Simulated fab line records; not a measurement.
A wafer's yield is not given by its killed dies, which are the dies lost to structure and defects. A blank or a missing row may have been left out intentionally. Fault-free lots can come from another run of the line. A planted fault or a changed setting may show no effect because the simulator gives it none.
The tool behind it: which one? | flow gf180mcu | 36 wafers from 12 lots sampled at 6 of the route's 602 steps

WHAT THE GAUGES SHOWED, per wafer
GF_STI_THK_MEAS_04. Usual: STI_CVD_03_THK typically reads 207.5 nm, with standard deviation 2.3.
lot  | measured    | on            | STI_CVD_03_THK (nm) | flag
L720 | day 2 04:34 | film_metro-03 | 205.9 203.4 204.9   |
L722 | day 2 14:53 | film_metro-01 | 205.4 207.1 205.9   |
L723 | day 2 19:34 | film_metro-01 | 204.8 205.2 205.6   |
L725 | day 3 05:34 | film_metro-01 | 205.7 208.5 208.6   |
L731 | day 4 11:34 | film_metro-04 | 206.0 206.0 205.0   |
L732 | day 4 16:34 | film_metro-01 | 208.5 209.8 208.4   |
L733 | day 4 21:35 | film_metro-04 | 211.8 209.4 209.3   |
L734 | day 5 02:35 | film_metro-01 | 211.1 210.7 210.9   |
L736 | day 5 12:55 | film_metro-01 | 208.9 208.8 210.1   |
L737 | day 5 17:34 | film_metro-04 | 209.2 208.8 208.7   |
L738 | day 5 23:33 | film_metro-01 | 206.9 204.4 207.6   |
L739 | day 6 05:04 | film_metro-01 | 205.1 204.5 206.9   |

GF_VT_IMPLANT_OVL_MEAS_07. Usual: VT_IMPLANT_OVL typically reads 0.0 nm, with standard deviation 1.5.
lot  | measured     | on         | VT_IMPLANT_OVL (nm) | flag
L720 | day 6 12:47  | overlay-01 | -1.2 -0.7 1.1       |
L722 | day 6 19:33  | overlay-01 | 1.0 3.3 2.9         |
L723 | day 7 02:56  | overlay-02 | - - -               | OFF
L725 | day 7 14:44  | overlay-01 | -2.8 -2.1 -0.2      |
L731 | day 9 06:37  | overlay-01 | -1.5 0.0 -1.2       |
L732 | day 9 11:38  | overlay-01 | 2.1 1.4 3.1         |
L733 | day 9 16:21  | overlay-01 | 1.5 -1.5 -0.4       |
L734 | day 9 23:10  | overlay-02 | -0.2 0.2 -2.1       |
L736 | day 10 10:29 | overlay-02 | -1.9 -0.9 -0.3      |
L737 | day 10 17:50 | overlay-01 | 2.0 0.3 1.2         |
L738 | day 11 00:35 | overlay-02 | 0.8 -0.2 -1.4       |
L739 | day 11 08:05 | overlay-01 | -2.0 -2.1 -1.7      |

GF_VT_IMPLANT_TW_MEAS_10. Usual: VT_IMPLANT_TW typically reads 562.9, with standard deviation 2.7.
lot  | measured     | on            | VT_IMPLANT_TW                 | flag
L720 | day 6 13:04  | film_metro-01 | 563.2 567.4 562.2             |
L722 | day 6 19:50  | film_metro-01 | 564.1 564.9 563.2             |
L723 | day 7 03:13  | film_metro-01 | 29.7 29.7 29.8 29.9 29.8 29.7 | OFF
L725 | day 7 15:02  | film_metro-01 | 559.1 560.3 559.7             |
L731 | day 9 06:55  | film_metro-01 | 561.8 564.1 562.1             |
L732 | day 9 11:55  | film_metro-03 | 562.7 564.7 563.5             |
L733 | day 9 16:38  | film_metro-01 | 564.5 561.5 560.9             |
L734 | day 9 23:27  | film_metro-01 | 564.2 562.0 563.5             |
L736 | day 10 10:47 | film_metro-03 | 562.8 564.6 564.5             |
L737 | day 10 18:07 | film_metro-01 | 564.7 562.0 560.4             |
L738 | day 11 00:52 | film_metro-02 | 556.8 558.2 560.1             |
L739 | day 11 08:22 | film_metro-01 | 565.0 563.2 565.1             |

GF_POLY_GATE_THK_MEAS_17. Usual: POLY_GATE_OXIDATION_THK typically reads 3.97 nm, with standard deviation 0.074.
lot  | measured     | on            | POLY_GATE_OXIDATION_THK (nm) | flag
L720 | day 10 10:44 | film_metro-04 | 4.04 4.03 4.05               |
L722 | day 10 14:57 | film_metro-01 | 4.10 4.04 4.08               |
L725 | day 11 14:44 | film_metro-01 | 3.96 4.01 3.97               |
L731 | day 13 13:04 | film_metro-01 | 3.90 3.95 3.84               |
L732 | day 13 18:49 | film_metro-04 | 3.90 3.95 3.98               |
L733 | day 14 00:47 | film_metro-02 | 3.90 3.86 3.80               |
L734 | day 14 07:34 | film_metro-02 | 3.90 3.88 3.92               |
L736 | day 14 20:17 | film_metro-01 | 3.99 3.95 3.98               |
L737 | day 15 05:30 | film_metro-04 | 4.02 4.01 3.99               |
L738 | day 15 14:21 | film_metro-04 | 4.03 3.98 4.01               |
L739 | day 15 21:46 | film_metro-01 | 3.89 3.84 3.87               |

GF_POLY_GATE_CD_MEAS_18. Usual: cd_nm reads 281.1 nm (standard deviation 1.8).
lot  | measured     | on        | cd_nm (nm)        | flag
L720 | day 10 10:48 | cd_sem-01 | 284.3 284.1 284.7 |
L722 | day 10 15:02 | cd_sem-01 | 280.9 282.7 281.1 |
L725 | day 11 14:49 | cd_sem-01 | 283.9 282.9 281.8 |
L731 | day 13 13:08 | cd_sem-01 | 279.6 279.3 280.6 |
L732 | day 13 18:52 | cd_sem-02 | 279.2 277.7 278.6 |
L733 | day 14 00:53 | cd_sem-01 | 278.5 279.2 279.3 |
L734 | day 14 07:38 | cd_sem-01 | 281.1 280.5 279.4 |
L736 | day 14 20:22 | cd_sem-01 | 279.3 281.5 281.9 |
L737 | day 15 05:34 | cd_sem-01 | 282.9 282.4 280.8 |
L738 | day 15 14:25 | cd_sem-01 | 282.2 281.3 282.5 |
L739 | day 15 21:49 | cd_sem-01 | 282.8 282.5 281.2 |

WHICH TOOL RAN EACH LOT (tool, then ch and the chambers of the sampled wafers, then the start)
lot  | GF_VT_IMPLANT_EXPOSE_04
L720 | iline_stepper-01 ch 0, day 6 04:41
L722 | iline_stepper-02 ch 0, day 6 12:32
L723 | iline_stepper-01 ch 0, day 6 19:13
L725 | iline_stepper-01 ch 0, day 7 07:56
L731 | iline_stepper-01 ch 0, day 8 22:43
L732 | iline_stepper-02 ch 0, day 9 03:01
L733 | iline_stepper-01 ch 0, day 9 08:00
L734 | iline_stepper-01 ch 0, day 9 14:32
L736 | iline_stepper-01 ch 0, day 10 01:27
L737 | iline_stepper-02 ch 0, day 10 09:09
L738 | iline_stepper-01 ch 0, day 10 15:34
L739 | iline_stepper-01 ch 0, day 10 23:16
- GF_VT_IMPLANT_EXPOSE_04: exposes mask LVPWELL LV AREA, target cd 600 nm.

WHAT THE TOOLS THEMSELVES READ (means of the sampled wafers that have a number; where no wafer has one, the mark that the record gives instead)
GF_VT_IMPLANT_EXPOSE_04. Usual: focus_offset_nm 0.0 nm, standard deviation 0.56; reticle_temp_C 23.03 C, standard deviation 0.09.
lot  | tool             | focus_offset_nm (nm) | reticle_temp_C (C) | flag
L720 | iline_stepper-01 | 1.1                  | 22.94              |
L722 | iline_stepper-02 | 0.3                  | 23.16              |
L723 | iline_stepper-01 | 0.4                  | 22.96              |
L725 | iline_stepper-01 | -0.2                 | 22.98              |
L731 | iline_stepper-01 | 0.1                  | 22.93              |
L732 | iline_stepper-02 | -0.2                 | 23.04              |
L733 | iline_stepper-01 | 0.7                  | 22.89              |
L734 | iline_stepper-01 | -0.4                 | 23.07              |
L736 | iline_stepper-01 | 0.0                  | 23.02              |
L737 | iline_stepper-02 | -0.2                 | 23.02              |
L738 | iline_stepper-01 | -0.2                 | 23.09              |
L739 | iline_stepper-01 | -0.1                 | 23.03              |

THE ANSWER, worked out from the rows above alone
Rule: a lot is off if the mean of its wafers that have a number lies more than 3 standard deviations from the usual mean. A lot without any number at a reading at which 4 lots or more have one is off too. All remaining lots with rows at the step are treated as sound. After the gauges, taken in route order, come the tools' own readings; for these a lot's mean is taken, as printed above. At the first step where some lot is off, the reading lying furthest off is the one used; lots without a number count as furthest.
Off: at GF_VT_IMPLANT_OVL_MEAS_07 (VT_IMPLANT_OVL), L723. Without a number there: L723.
A tool fits if, at a process step before that reading, it ran every lot that is off, and no sound lot after the first of them. Not tried: the gauges at GF_VT_IMPLANT_OVL_MEAS_07; whatever is off there is also off at GF_VT_IMPLANT_TW_MEAS_10, on other tools, and gauge error can't account for it. Of those tried, none fits.

WHAT THE SIMULATOR HAD PUT IN
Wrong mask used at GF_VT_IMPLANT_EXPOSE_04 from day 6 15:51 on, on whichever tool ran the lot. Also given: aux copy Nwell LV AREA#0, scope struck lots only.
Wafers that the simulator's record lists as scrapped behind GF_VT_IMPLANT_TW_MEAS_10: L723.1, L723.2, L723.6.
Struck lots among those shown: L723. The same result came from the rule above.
